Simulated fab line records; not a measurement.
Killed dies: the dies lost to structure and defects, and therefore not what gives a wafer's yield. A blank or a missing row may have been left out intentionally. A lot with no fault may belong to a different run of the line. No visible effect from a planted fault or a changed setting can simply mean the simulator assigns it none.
fab line records + flow sky130
record:
- lots: 12
- wafers: 36
- lastDay: 50
route steps=708 shown POLY_CUT@319 METAL5@663 PASSIVATION@683 PAD_OPEN@702
lots that met no fault: from a run of the same line without faults
startH: hours from the record's first day to the start of the lot's first wafer shown + waitH: how many hours have passed since the lot's step before this one + " as in the row above + L1.1+2: a row that stands for several wafers + - no value present, or no start provided + * or withheld: withheld + < > ~ a bound
route shown NAME@n: NAME is a module with steps in the file, n the number in the route of the first one + usual: mean and standard deviation over wafers with no fault + same: alike in all rows + chamber/n: place in a boat + sites: each site's reading + _std_site: their standard deviation + _edge_site: outer sites' mean less inner sites' + radiusMm: how far each site lies from the wafer's centre + mask NAME#n: copy n + behind: the last tool/chamber to shape the wafer + hold: why the lot was held/for how many hours/how that ended + device: whichever transistor did not switch (one of n, p or np) + end of line: tests of these same wafers at the route's end + step lacking rows: just its recipe + killed: dies lost to structure and defects at the first sort, not the wafer's yield + map: the dies of a wafer, with x for killed, . for not killed, _ for no die there
set.NAME: the setting that was run; set.NAME@STEP: the one run at that earlier step + model.NAME: the simulator's own value behind a step, which no gauge read
a sample of lots followed through the steps of the route, with each step as a table and each wafer as a row
services: from which hour (startH, from the record's first day; less than 0 if before it) a tool's chamber was out of use, for how many hours, and why
== steps ==
step: SKY_POLY_CUT_STRIP_12
recipe:
- chemistry: O2/N2
- powerW: 1400
- pressureMtorr: 1500
- platenTempC: withheld
- o2FlowSccm: 3000
- n2FlowSccm: 300
- overashFraction: 0.5
usual:
- drypumpMotorCurrentA: 5.7/0.57
- oesProductAu: 0.452/0.0046
- stripTimeToEndpointS: 5.355/0.018
| lot.wafer | tool           | chamber | startH | waitH | drypumpMotorCurrentA | oesProductAu | rfHoursCounterH | stripTimeToEndpointS |
|-----------|----------------|---------|--------|-------|----------------------|--------------|-----------------|----------------------|
| L704.2    | plasmaAsher-04 | 0       | 574.37 | 0.0   | 6.0                  | 0.457        | 44              | 5.357                |
| L704.4    | "              | 1       | "      | "     | 6.4                  | 0.448        | -               | 5.351                |
| L704.6    | "              | 1       | "      | "     | 6.5                  | 0.446        | -               | 5.325                |
| L705.1    | plasmaAsher-01 | 0       | 575.32 | 0.0   | 6.0                  | 0.449        | 72              | 5.351                |
| L705.3    | "              | 1       | "      | "     | 5.3                  | 0.457        | -               | 5.352                |
| L705.4    | "              | 0       | "      | "     | 6.0                  | 0.444        | -               | 5.353                |
| L707.2    | plasmaAsher-04 | 1       | 603.77 | 0.0   | 6.5                  | 0.446        | 47              | 5.377                |
| L707.3    | "              | 1       | "      | "     | 6.5                  | 0.454        | -               | 5.388                |
| L707.5    | "              | 1       | "      | "     | 6.5                  | 0.450        | -               | 5.358                |
| L709.2    | plasmaAsher-01 | 0       | 616.54 | 0.0   | 6.0                  | 0.458        | 76              | 5.357                |
| L709.3    | "              | 0       | "      | "     | 6.0                  | 0.448        | -               | 5.352                |
| L709.5    | "              | 1       | "      | "     | 5.3                  | 0.457        | -               | 5.352                |
| L712.2    | plasmaAsher-01 | 1       | 626.77 | 0.0   | 5.3                  | 0.458        | 77              | 5.346                |
| L712.4    | "              | 0       | "      | "     | 6.0                  | 0.462        | -               | 5.382                |
| L712.5    | "              | 0       | "      | "     | 6.0                  | 0.451        | -               | 5.336                |
| L713.4    | plasmaAsher-03 | 1       | 637.95 | 0.1   | 5.8                  | 0.458        | -               | 5.331                |
| L713.5    | "              | 0       | "      | "     | 4.7                  | 0.449        | -               | 5.361                |
| L713.6    | "              | 1       | "      | "     | 5.9                  | 0.454        | -               | 5.361                |
| L718.1    | plasmaAsher-04 | 0       | 665.86 | 0.0   | 6.0                  | 0.458        | 53              | 5.378                |
| L718.5    | "              | 1       | "      | "     | 6.5                  | 0.457        | -               | 5.359                |
| L718.6    | "              | 0       | "      | "     | 6.0                  | 0.456        | -               | 5.362                |
| L720.1    | plasmaAsher-04 | 0       | 684.04 | 0.0   | 6.0                  | 0.451        | 56              | 5.349                |
| L720.4    | "              | 0       | "      | "     | 6.0                  | 0.457        | -               | 5.335                |
| L720.5    | "              | 0       | "      | "     | 6.0                  | 0.446        | -               | 5.357                |
| L723.3    | plasmaAsher-03 | 1       | 718.30 | 0.1   | 5.9                  | 0.450        | -               | 5.350                |
| L723.4    | "              | 0       | "      | "     | 4.7                  | 0.448        | -               | 5.364                |
| L723.6    | "              | 1       | "      | "     | 5.9                  | 0.456        | -               | 5.348                |
| L724.1    | plasmaAsher-01 | 1       | 720.04 | 0.0   | 5.3                  | 0.450        | 86              | 5.349                |
| L724.4    | "              | 0       | "      | "     | 6.0                  | 0.450        | -               | 5.375                |
| L724.5    | "              | 1       | "      | "     | 5.3                  | 0.447        | -               | 5.332                |
| L726.2    | plasmaAsher-03 | 0       | 738.97 | 0.0   | 4.7                  | 0.448        | 30              | 5.315                |
| L726.3    | "              | 0       | "      | "     | 4.7                  | 0.454        | -               | 5.332                |
| L726.6    | "              | 1       | "      | "     | 5.9                  | 0.455        | -               | 5.327                |
| L727.1    | plasmaAsher-03 | 1       | 741.07 | 0.0   | 5.8                  | 0.456        | 30              | 5.367                |
| L727.4    | "              | 0       | "      | "     | 4.7                  | 0.453        | -               | 5.384                |
| L727.6    | "              | 1       | "      | "     | 5.9                  | 0.454        | -               | 5.398                |
step: SKY_METAL5_SPUTTER_02
recipe:
- material: AlCu
- targetThkNm: 1150
- powerW: 10600
- timeS: 61.2
- chamberPressurePa: 0.4
usual:
- chamberPressurePa: 0.4000/0.00093
- throttleValvePct: 30.1/0.86
| lot.wafer | tool          | chamber | startH  | waitH | chamberPressurePa | throttleValvePct |
|-----------|---------------|---------|---------|-------|-------------------|------------------|
| L704.2    | pvdSputter-01 | -       | 1015.76 | 0.0   | 0.4009            | 30.0             |
| L704.4    | "             | -       | "       | "     | 0.4006            | 30.8             |
| L704.6    | "             | -       | "       | "     | 0.3993            | 30.5             |
| L705.1    | pvdSputter-04 | -       | 1017.84 | 0.0   | 0.3988            | 28.0             |
| L705.3    | "             | -       | "       | "     | 0.4004            | 30.5             |
| L705.4    | "             | -       | "       | "     | 0.3998            | 30.4             |
| L707.2    | pvdSputter-04 | -       | 1038.76 | 0.0   | 0.3993            | 30.6             |
| L707.3    | "             | -       | "       | "     | 0.4005            | 30.1             |
| L707.5    | "             | -       | "       | "     | 0.3992            | 30.8             |
| L709.2    | pvdSputter-02 | -       | 1047.60 | 0.0   | 0.4011            | 30.5             |
| L709.3    | "             | -       | "       | "     | 0.4010            | 30.4             |
| L709.5    | "             | -       | "       | "     | 0.4000            | 30.0             |
| L712.2    | pvdSputter-01 | -       | 1057.32 | 0.0   | 0.4003            | 31.2             |
| L712.4    | "             | -       | "       | "     | 0.3987            | 30.3             |
| L712.5    | "             | -       | "       | "     | 0.3988            | 30.8             |
| L713.4    | pvdSputter-04 | -       | 1065.06 | 0.0   | 0.3983            | 27.7             |
| L713.5    | "             | -       | "       | "     | 0.4003            | 28.2             |
| L713.6    | "             | -       | "       | "     | 0.3990            | 30.3             |
| L718.1    | pvdSputter-04 | -       | 1085.60 | 0.0   | 0.3985            | 30.3             |
| L718.5    | "             | -       | "       | "     | 0.4011            | 27.6             |
| L718.6    | "             | -       | "       | "     | 0.3998            | 31.1             |
| L720.1    | pvdSputter-01 | -       | 1102.60 | 0.0   | 0.4005            | 30.6             |
| L720.4    | "             | -       | "       | "     | 0.4000            | 30.4             |
| L720.5    | "             | -       | "       | "     | 0.4013            | 30.7             |
| L723.3    | pvdSputter-02 | -       | 1125.37 | 0.0   | 0.3998            | 30.0             |
| L723.4    | "             | -       | "       | "     | 0.4003            | 29.2             |
| L723.6    | "             | -       | "       | "     | 0.4009            | 29.2             |
| L724.1    | pvdSputter-01 | -       | 1125.67 | 0.0   | 0.3994            | 31.3             |
| L724.4    | "             | -       | "       | "     | 0.3999            | 30.2             |
| L724.5    | "             | -       | "       | "     | 0.3998            | 30.4             |
| L726.2    | pvdSputter-04 | -       | 1138.93 | 0.0   | 0.3997            | 30.0             |
| L726.3    | "             | -       | "       | "     | 0.3991            | 30.8             |
| L726.6    | "             | -       | "       | "     | 0.3987            | 31.0             |
| L727.1    | pvdSputter-02 | -       | 1139.53 | 0.0   | 0.3991            | 29.8             |
| L727.4    | "             | -       | "       | "     | 0.4016            | 30.2             |
| L727.6    | "             | -       | "       | "     | 0.4002            | 29.9             |
step: SKY_PASSIVATION_CVD_02
recipe:
- material: Si3N4
- targetThkNm: 540
- tempC: 400
- timeS: withheld
- rfW: 450
usual:
- heaterPowerW: 679/83
| lot.wafer | tool     | chamber | startH  | waitH | heaterPowerW |
|-----------|----------|---------|---------|-------|--------------|
| L704.2    | pecvd-03 | 2       | 1038.70 | 0.0   | 775          |
| L704.4    | "        | 2       | "       | "     | 788          |
| L704.6    | "        | 0       | "       | "     | 644          |
| L705.1    | pecvd-01 | 1       | 1040.94 | 0.1   | 697          |
| L705.3    | "        | 2       | "       | "     | 738          |
| L705.4    | "        | 1       | "       | "     | 550          |
| L707.2    | pecvd-03 | 0       | 1062.24 | 0.0   | 544          |
| L707.3    | "        | 2       | "       | "     | 787          |
| L707.5    | "        | 0       | "       | "     | 576          |
| L709.2    | pecvd-04 | 2       | 1069.69 | 0.0   | 661          |
| L709.3    | "        | 0       | "       | "     | 705          |
| L709.5    | "        | 1       | "       | "     | 671          |
| L712.2    | pecvd-04 | 2       | 1079.52 | 0.0   | 598          |
| L712.4    | "        | 0       | "       | "     | 688          |
| L712.5    | "        | 2       | "       | "     | 626          |
| L713.4    | pecvd-04 | 0       | 1087.35 | 0.1   | 653          |
| L713.5    | "        | 2       | "       | "     | 695          |
| L713.6    | "        | 1       | "       | "     | 688          |
| L718.1    | pecvd-04 | 1       | 1106.87 | 0.1   | 653          |
| L718.5    | "        | 1       | "       | "     | 669          |
| L718.6    | "        | 0       | "       | "     | 670          |
| L720.1    | pecvd-03 | 0       | 1122.57 | 0.1   | 661          |
| L720.4    | "        | 2       | "       | "     | 786          |
| L720.5    | "        | 0       | "       | "     | 666          |
| L723.3    | pecvd-04 | 1       | 1144.79 | 0.0   | 651          |
| L723.4    | "        | 2       | "       | "     | 700          |
| L723.6    | "        | 0       | "       | "     | 658          |
| L724.1    | pecvd-03 | 0       | 1145.32 | 0.1   | 582          |
| L724.4    | "        | 2       | "       | "     | 779          |
| L724.5    | "        | 1       | "       | "     | 742          |
| L726.2    | pecvd-01 | 2       | 1157.09 | 0.0   | 669          |
| L726.3    | "        | 1       | "       | "     | 634          |
| L726.6    | "        | 2       | "       | "     | 701          |
| L727.1    | pecvd-04 | 1       | 1157.64 | 0.1   | 612          |
| L727.4    | "        | 1       | "       | "     | 628          |
| L727.6    | "        | 0       | "       | "     | 724          |
step: SKY_PAD_OPEN_STRIP_08
recipe:
- chemistry: O2/N2
- powerW: 1400
- pressureMtorr: 1500
- platenTempC: withheld
- overashFraction: 0.7
- o2FlowSccm: 3000
- n2FlowSccm: 300
usual:
- drypumpMotorCurrentA: 5.5/0.41
- oesProductAu: 0.664/0.0045
- stripTimeToEndpointS: 37.03/0.11
| lot.wafer | tool           | chamber | startH  | waitH | drypumpMotorCurrentA | oesProductAu | rfHoursCounterH | stripTimeToEndpointS |
|-----------|----------------|---------|---------|-------|----------------------|--------------|-----------------|----------------------|
| L704.2    | plasmaAsher-01 | 0       | 1081.94 | 0.1   | 6.0                  | 0.662        | 2               | 37.07                |
| L704.4    | "              | 0       | "       | "     | 6.0                  | 0.664        | -               | 37.14                |
| L704.6    | "              | 0       | "       | "     | 6.0                  | 0.661        | -               | 37.12                |
| L705.1    | plasmaAsher-02 | 0       | 1082.99 | 0.1   | 5.6                  | 0.658        | 35              | 36.95                |
| L705.3    | "              | 1       | "       | "     | 5.3                  | 0.659        | -               | 36.88                |
| L705.4    | "              | 0       | "       | "     | 5.6                  | 0.658        | -               | 36.99                |
| L707.2    | plasmaAsher-02 | 1       | 1103.99 | 0.1   | 5.3                  | 0.663        | 37              | 36.92                |
| L707.3    | "              | 0       | "       | "     | 5.6                  | 0.665        | -               | 36.95                |
| L707.5    | "              | 0       | "       | "     | 5.6                  | 0.655        | -               | 36.96                |
| L709.2    | plasmaAsher-03 | 0       | 1110.41 | 0.1   | 4.7                  | 0.657        | 65              | 36.94                |
| L709.3    | "              | 1       | "       | "     | 5.9                  | 0.664        | -               | 36.80                |
| L709.5    | "              | 1       | "       | "     | 5.9                  | 0.661        | -               | 36.91                |
| L712.2    | plasmaAsher-02 | 0       | 1118.73 | 0.1   | 5.6                  | 0.668        | 39              | 36.99                |
| L712.4    | "              | 1       | "       | "     | 5.2                  | 0.659        | -               | 37.19                |
| L712.5    | "              | 0       | "       | "     | 5.6                  | 0.662        | -               | 36.98                |
| L713.4    | plasmaAsher-01 | 1       | 1126.74 | 0.0   | 5.3                  | 0.658        | -               | 37.17                |
| L713.5    | "              | 0       | "       | "     | 6.0                  | 0.663        | -               | 37.12                |
| L713.6    | "              | 1       | "       | "     | 5.3                  | 0.672        | -               | 37.22                |
| L718.1    | plasmaAsher-01 | 0       | 1145.91 | 0.1   | 6.0                  | 0.660        | 8               | 36.83                |
| L718.5    | "              | 0       | "       | "     | 6.0                  | 0.658        | -               | 36.90                |
| L718.6    | "              | 1       | "       | "     | 5.3                  | 0.655        | -               | 36.85                |
| L720.1    | plasmaAsher-01 | 1       | 1158.38 | 0.1   | 5.3                  | 0.658        | 9               | 36.94                |
| L720.4    | "              | 1       | "       | "     | 5.3                  | 0.665        | -               | 37.06                |
| L720.5    | "              | 0       | "       | "     | 6.0                  | 0.671        | -               | 37.03                |
| L723.3    | plasmaAsher-03 | 1       | 1178.22 | 0.1   | 5.9                  | 0.667        | -               | 37.11                |
| L723.4    | "              | 0       | "       | "     | 4.7                  | 0.671        | -               | 37.18                |
| L723.6    | "              | 1       | "       | "     | 5.9                  | 0.669        | -               | 37.09                |
| L724.1    | plasmaAsher-03 | 1       | 1179.34 | 0.1   | 5.9                  | 0.663        | 72              | 37.15                |
| L724.4    | "              | 0       | "       | "     | 4.7                  | 0.663        | -               | 37.11                |
| L724.5    | "              | 1       | "       | "     | 5.9                  | 0.659        | -               | 37.09                |
| L726.2    | plasmaAsher-02 | 1       | 1190.24 | 0.1   | 5.3                  | 0.666        | 45              | 37.06                |
| L726.3    | "              | 0       | "       | "     | 5.6                  | 0.664        | -               | 37.02                |
| L726.6    | "              | 0       | "       | "     | 5.6                  | 0.670        | -               | 37.02                |
| L727.1    | plasmaAsher-02 | 0       | 1190.78 | 0.1   | 5.6                  | 0.668        | 45              | 37.06                |
| L727.4    | "              | 0       | "       | "     | 5.7                  | 0.657        | -               | 37.08                |
| L727.6    | "              | 0       | "       | "     | 5.6                  | 0.664        | -               | 37.20                |
step: SKY_PAD_OPEN_PROBE_99
usual:
- killed_at_M0_to_M3: 43/6.5
- killed_at_M4_up: 3.3/2
- killedAtContacts: 24/5.2
- killedAtFrontEnd: 16/4.2
- killedAtOther: 0.3/0.6
- killedDies: 87/9.3
- killedOpen: 47/7.8
- killedShort: 39/6.2
same:
- grossDies: 492
- killedAtBackSide: 0
| lot.wafer | tool      | chamber | startH  | waitH | killed_at_M0_to_M3 | killed_at_M4_up | killedAtContacts | killedAtFrontEnd | killedAtOther | killedDies | killedOpen | killedShort |
|-----------|-----------|---------|---------|-------|--------------------|-----------------|------------------|------------------|---------------|------------|------------|-------------|
| L709.2    | prober-01 | -       | 1112.85 | 0.1   | 45                 | 1               | 29               | 10               | 0             | 85         | 47         | 38          |
| L709.3    | prober-01 | -       | 1112.90 | 0.2   | 38                 | 4               | 24               | 21               | 0             | 87         | 49         | 36          |
| L709.5    | prober-01 | -       | 1113.00 | 0.2   | 46                 | 3               | 24               | 12               | 0             | 85         | 56         | 29          |
| L712.2    | prober-01 | -       | 1121.39 | 0.1   | 43                 | 3               | 32               | 10               | 0             | 88         | 47         | 41          |
| L712.4    | prober-01 | -       | 1121.49 | 0.2   | 40                 | 1               | 23               | 20               | 1             | 85         | 44         | 41          |
| L712.5    | prober-01 | -       | 1121.54 | 0.2   | 35                 | 3               | 22               | 11               | 0             | 71         | 47         | 24          |
| L713.4    | prober-02 | -       | 1129.07 | 0.2   | 38                 | 0               | 19               | 18               | 0             | 75         | 35         | 40          |
| L713.5    | prober-02 | -       | 1129.12 | 0.2   | 51                 | 2               | 18               | 10               | 0             | 81         | 41         | 40          |
| L713.6    | prober-02 | -       | 1129.17 | 0.2   | 45                 | 3               | 26               | 10               | 0             | 84         | 43         | 41          |
| L718.1    | prober-01 | -       | 1148.21 | 0.1   | 48                 | 2               | 16               | 35               | 0             | 101        | 51         | 28          |
| L718.5    | prober-01 | -       | 1148.41 | 0.2   | 49                 | 3               | 19               | 14               | 0             | 85         | 47         | 38          |
| L718.6    | prober-01 | -       | 1148.46 | 0.2   | 46                 | 1               | 22               | 39               | 0             | 108        | 53         | 37          |
| L720.1    | prober-01 | -       | 1160.60 | 0.1   | 42                 | 4               | 24               | 38               | 0             | 108        | 43         | 45          |
| L720.4    | prober-01 | -       | 1160.75 | 0.2   | 41                 | 4               | 23               | 42               | 0             | 110        | 46         | 38          |
| L720.5    | prober-01 | -       | 1160.80 | 0.2   | 35                 | 4               | 27               | 43               | 0             | 109        | 49         | 34          |
| L724.1    | prober-01 | -       | 1181.55 | 0.1   | 38                 | 7               | 22               | 20               | 0             | 87         | 53         | 33          |
| L724.4    | prober-01 | -       | 1181.70 | 0.2   | 39                 | 4               | 23               | 19               | 0             | 85         | 39         | 45          |
| L724.5    | prober-01 | -       | 1181.75 | 0.2   | 51                 | 6               | 21               | 21               | 0             | 99         | 47         | 52          |
| L726.2    | prober-01 | -       | 1192.50 | 0.1   | 30                 | 2               | 21               | 19               | 0             | 72         | 32         | 40          |
| L726.3    | prober-01 | -       | 1192.55 | 0.2   | 36                 | 0               | 18               | 12               | 0             | 66         | 32         | 34          |
| L726.6    | prober-01 | -       | 1192.70 | 0.2   | 39                 | 1               | 33               | 13               | 0             | 86         | 42         | 44          |
| L727.1    | prober-02 | -       | 1193.09 | 0.1   | 47                 | 2               | 27               | 25               | 0             | 101        | 46         | 55          |
| L727.4    | prober-02 | -       | 1193.24 | 0.2   | 49                 | 5               | 27               | 19               | 0             | 100        | 47         | 53          |
| L727.6    | prober-02 | -       | 1193.34 | 0.2   | 52                 | 3               | 17               | 11               | 0             | 83         | 49         | 34          |
killed by level:class
L709.2 VIA1:geometricParticle:open=13 LI_CONTACT:geometricParticle:open=10 CONTACT:geometricParticle:open=8 METAL3:geometricParticle:short=6 VIA1:geometricParticle:short=5 LOCAL_INTERCONNECT:geometricParticle:short=5 METAL1:geometricParticle:short=5 METAL2:geometricParticle:short=4
L709.3 VIA1:geometricParticle:open=13 LI_CONTACT:geometricParticle:open=8 CONTACT:geometricParticle:open=8 FIELD_ISO:geometricParticle:open=7 VIA1:geometricParticle:short=5 METAL2:geometricParticle:short=5 FIELD_ISO:geometricParticle:short=4 VIA2:geometricParticle:open=4
L709.5 VIA2:geometricParticle:open=10 LI_CONTACT:geometricParticle:open=9 VIA1:geometricParticle:open=9 VIA3:geometricParticle:open=8 CONTACT:geometricParticle:open=6 CONTACT:geometricParticle:short=4 METAL1:geometricParticle:short=4 METAL2:geometricParticle:short=4
L712.2 CONTACT:geometricParticle:open=10 VIA2:geometricParticle:open=10 VIA1:geometricParticle:open=8 LI_CONTACT:geometricParticle:open=6 CONTACT:geometricParticle:short=6 VIA1:geometricParticle:short=6 FIELD_ISO:geometricParticle:open=5 METAL1:geometricParticle:short=5
L712.4 VIA1:geometricParticle:open=11 CONTACT:geometricParticle:open=9 FIELD_ISO:geometricParticle:short=6 LI_CONTACT:geometricParticle:open=6 CONTACT:geometricParticle:short=5 METAL2:geometricParticle:short=5 POLY_GATE:geometricParticle:short=4 VIA1:geometricParticle:short=4
L712.5 LI_CONTACT:geometricParticle:open=8 VIA1:geometricParticle:open=8 CONTACT:geometricParticle:open=6 VIA3:geometricParticle:open=6 CONTACT:geometricParticle:short=5 METAL2:geometricParticle:open=5 POLY_GATE:geometricParticle:open=4 VIA2:geometricParticle:open=4
L713.4 VIA1:geometricParticle:open=11 LI_CONTACT:geometricParticle:open=7 FIELD_ISO:geometricParticle:short=6 CONTACT:geometricParticle:short=6 METAL2:geometricParticle:short=6 POLY_GATE:geometricParticle:short=5 FIELD_ISO:geometricParticle:open=4 METAL1:geometricParticle:short=4
L713.5 VIA1:geometricParticle:open=8 METAL2:geometricParticle:short=8 VIA2:geometricParticle:open=8 VIA3:geometricParticle:short=8 CONTACT:geometricParticle:open=7 METAL1:geometricParticle:short=6 LI_CONTACT:geometricParticle:open=5 VIA1:geometricParticle:short=4
L713.6 CONTACT:geometricParticle:open=12 VIA1:geometricParticle:open=9 METAL2:geometricParticle:short=9 METAL1:geometricParticle:short=8 LOCAL_INTERCONNECT:geometricParticle:short=6 VIA3:geometricParticle:open=5 FIELD_ISO:geometricParticle:open=4 LI_CONTACT:geometricParticle:open=4
L718.1 POLY_CUT:unspecified=22 VIA1:geometricParticle:open=14 VIA3:geometricParticle:open=9 VIA2:geometricParticle:open=8 CONTACT:geometricParticle:open=7 FIELD_ISO:geometricParticle:open=6 VIA1:geometricParticle:short=5 METAL1:geometricParticle:short=4
L718.5 VIA1:geometricParticle:open=11 CONTACT:geometricParticle:open=9 VIA3:geometricParticle:open=8 VIA2:geometricParticle:open=7 VIA1:geometricParticle:short=5 METAL2:geometricParticle:short=5 FIELD_ISO:geometricParticle:short=4 VIA2:geometricParticle:short=4
L718.6 POLY_CUT:unspecified=18 VIA1:geometricParticle:open=17 LI_CONTACT:geometricParticle:open=8 POLY_GATE:geometricParticle:open=6 CONTACT:geometricParticle:open=6 CONTACT:geometricParticle:short=5 VIA2:geometricParticle:short=5 FIELD_ISO:geometricParticle:short=4
L720.1 POLY_CUT:unspecified=20 VIA3:geometricParticle:open=10 METAL1:geometricParticle:short=8 VIA1:geometricParticle:open=8 POLY_GATE:geometricParticle:short=7 LI_CONTACT:geometricParticle:open=7 LOCAL_INTERCONNECT:geometricParticle:short=6 CONTACT:geometricParticle:short=6
L720.4 POLY_CUT:unspecified=26 VIA2:geometricParticle:open=10 FIELD_ISO:geometricParticle:short=8 CONTACT:geometricParticle:open=8 VIA1:geometricParticle:open=8 VIA3:geometricParticle:open=7 CONTACT:geometricParticle:short=6 METAL1:geometricParticle:short=5
L720.5 POLY_CUT:unspecified=26 CONTACT:geometricParticle:open=13 LI_CONTACT:geometricParticle:open=8 VIA1:geometricParticle:open=8 METAL2:geometricParticle:short=7 FIELD_ISO:geometricParticle:open=6 METAL1:geometricParticle:short=5 VIA3:geometricParticle:open=5
L724.1 VIA1:geometricParticle:open=16 CONTACT:geometricParticle:open=8 POLY_GATE:geometricParticle:open=5 METAL1:geometricParticle:short=5 CONTACT:geometricParticle:short=4 LI_CONTACT:geometricParticle:open=4 LOCAL_INTERCONNECT:geometricParticle:short=4 VIA2:geometricParticle:open=4
L724.4 CONTACT:geometricParticle:short=7 VIA1:geometricParticle:open=7 METAL2:geometricParticle:short=6 FIELD_ISO:geometricParticle:open=6 VIA2:geometricParticle:open=6 VIA3:geometricParticle:open=6 LOCAL_INTERCONNECT:geometricParticle:short=5 CONTACT:geometricParticle:open=5
L724.5 LI_CONTACT:geometricParticle:open=8 VIA1:geometricParticle:short=8 POLY_GATE:geometricParticle:open=7 VIA1:geometricParticle:open=7 METAL3:geometricParticle:short=7 FIELD_ISO:geometricParticle:open=6 METAL2:geometricParticle:short=6 METAL1:geometricParticle:short=6
L726.2 POLY_GATE:geometricParticle:short=7 CONTACT:geometricParticle:open=6 LOCAL_INTERCONNECT:geometricParticle:short=6 VIA1:geometricParticle:open=6 VIA2:geometricParticle:open=5 FIELD_ISO:geometricParticle:open=4 POLY_GATE:geometricParticle:open=4 CONTACT:geometricParticle:short=4
L726.3 VIA1:geometricParticle:open=9 CONTACT:geometricParticle:short=6 CONTACT:geometricParticle:open=6 METAL2:geometricParticle:short=6 VIA2:geometricParticle:open=5 VIA3:geometricParticle:short=5 FIELD_ISO:geometricParticle:open=4 LI_CONTACT:geometricParticle:open=4
L726.6 CONTACT:geometricParticle:open=13 CONTACT:geometricParticle:short=9 VIA1:geometricParticle:open=9 METAL1:geometricParticle:short=6 METAL3:geometricParticle:short=5 VIA2:geometricParticle:open=5 FIELD_ISO:geometricParticle:short=4 POLY_GATE:geometricParticle:short=4
L727.1 FIELD_ISO:geometricParticle:short=10 METAL1:geometricParticle:short=9 VIA3:geometricParticle:open=8 LOCAL_INTERCONNECT:geometricParticle:short=7 VIA1:geometricParticle:open=7 FIELD_ISO:geometricParticle:open=6 VIA2:geometricParticle:open=6 CONTACT:geometricParticle:open=6
L727.4 VIA1:geometricParticle:open=12 METAL1:geometricParticle:short=8 CONTACT:geometricParticle:open=7 METAL2:geometricParticle:short=7 LI_CONTACT:geometricParticle:open=6 FIELD_ISO:geometricParticle:short=5 LOCAL_INTERCONNECT:geometricParticle:short=5 CONTACT:geometricParticle:short=5
L727.6 VIA1:geometricParticle:open=13 VIA3:geometricParticle:open=9 VIA2:geometricParticle:open=8 CONTACT:geometricParticle:open=7 VIA1:geometricParticle:short=7 METAL2:geometricParticle:short=6 METAL1:geometricParticle:short=6 CONTACT:geometricParticle:short=4
== services ==
| tool           | chamber | startH  | hours | kind   |
|----------------|---------|---------|-------|--------|
| plasmaAsher-02 | -       | 556.55  | 1.0   | repair |
| pecvd-03       | 2       | 563.30  | 15.1  | repair |
| plasmaAsher-01 | -       | 593.20  | 0.7   | repair |
| pvdSputter-04  | -       | 598.68  | 2.9   | repair |
| pvdSputter-04  | -       | 651.76  | 6.5   | repair |
| plasmaAsher-01 | -       | 652.23  | 0.6   | repair |
| pecvd-04       | -       | 662.81  | 1.0   | repair |
| plasmaAsher-02 | -       | 676.57  | 8.3   | repair |
| plasmaAsher-02 | -       | 679.12  | 1.8   | repair |
| plasmaAsher-01 | -       | 679.83  | 4.3   | pm     |
| plasmaAsher-02 | -       | 697.77  | 1.1   | repair |
| plasmaAsher-01 | -       | 721.49  | 3.9   | repair |
| plasmaAsher-02 | -       | 733.75  | 9.0   | pm     |
| pecvd-04       | -       | 739.05  | 2.8   | pm     |
| plasmaAsher-03 | -       | 790.63  | 4.8   | repair |
| pvdSputter-04  | -       | 811.55  | 4.1   | repair |
| pecvd-04       | -       | 859.49  | 3.8   | repair |
| plasmaAsher-01 | -       | 873.30  | 3.4   | repair |
| plasmaAsher-01 | -       | 938.68  | 2.8   | pm     |
| pecvd-04       | -       | 952.63  | 5.5   | pm     |
| plasmaAsher-03 | -       | 974.55  | 14.6  | pm     |
| plasmaAsher-03 | -       | 1009.85 | 2.8   | repair |
| plasmaAsher-01 | -       | 1055.25 | 9.0   | pm     |
| pvdSputter-04  | -       | 1124.32 | 4.9   | repair |
== key ==
firstSign:
- step: SKY_PAD_OPEN_PROBE_99
- reading: killedAtFrontEnd
- direction: up
- sigmas: 5.5
- usual: 16
- struck: 39
effect:
- step: SKY_PAD_OPEN_PROBE_99
- reading: killedDies
- direction: up
- sigmas: 2.2
- usual: 87
- struck: 107
- wafersMoved: 3
metAt SKY_POLY_CUT_STRIP_12
struckLots L718,L720
struckWafers L718.1,L718.6,L720.1,L720.4,L720.5
testerLeftOut L718,L720
notActingAt SKY_METAL5_SPUTTER_02,SKY_PASSIVATION_CVD_02,SKY_PAD_OPEN_STRIP_08
onsetBetween 574.37 665.86
fault:
- kind: chamberParticleSource
- tool: plasmaAsher-04
- chamber: 0
- onsetH: 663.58
- steps: SKY_POLY_CUT_STRIP_12
- ratePerVisitCm2: 1.2776
- endH: 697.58
testerLeftOut: of these lots the tester's yield and bins aren't shown, on N5 and GAA mostly nor the transistor test; their killed dies are dies lost to structure and defects alone, not to doping, threshold or leakage, so they don't give the yield
